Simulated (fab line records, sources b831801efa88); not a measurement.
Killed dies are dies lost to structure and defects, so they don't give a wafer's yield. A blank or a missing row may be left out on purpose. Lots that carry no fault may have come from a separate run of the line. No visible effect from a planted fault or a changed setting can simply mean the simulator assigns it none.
Chamber matching | flow sky130 | rieDiel-04 running SKY_LI_CONTACT_ETCH_15: 4 sister chambers
The step etches PSG in C4F8/O2/Ar, stops on Si, target depth 600 nm. 4 wafers are shown with their chamber, then 8 later ones without.

== WAFERS PAIRED WITH THEIR CHAMBERS ==
wafer  | chamber | oesProductAu (a.u.)
L078.6 | 3       | 0.827
L085.4 | 1       | 0.835
L085.5 | 2       | 0.838
L089.1 | 0       | 0.841

== WAFERS WITH NO CHAMBER GIVEN ==
wafer  | oesProductAu (a.u.)
L089.2 | 0.839
L089.5 | 0.832
L092.1 | 0.832
L092.5 | 0.835
L092.6 | 0.843
L094.2 | 0.841
L094.3 | 0.840
L094.4 | 0.837

== WHICH CHAMBER EACH WENT THROUGH ==
wafer  | from the rows above          | in truth
L089.2 | can't be placed: 2 or 0 or 1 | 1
L089.5 | can't be placed: 1 or 3 or 2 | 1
L092.1 | can't be placed: 1 or 3 or 2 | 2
L092.5 | can't be placed: 1 or 2      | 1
L092.6 | can't be placed: 0 or 2      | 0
L094.2 | can't be placed: 0 or 2      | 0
L094.3 | can't be placed: 0 or 2      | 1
L094.4 | can't be placed: 2 or 1 or 0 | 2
Placed correctly: 0 of 8. Unplaceable from these rows: 8, with the true chamber sitting among the candidates in 7. Placed wrongly: 0.
How it was worked out, from the rows above alone: a wafer's distance from a chamber is the root of the sum, over the readings, of the square of ((its reading less the chamber's mean) divided by the reading's scatter). If the next closest chamber is less than 2 further off than the closest, the wafer can't be placed; otherwise it belongs to the closest. For every chamber, the mean is computed from those of its wafers that are shown. The scatter: root of mean squared gap, hidden wafer to nearest shown wafer, with one shown wafer a chamber.
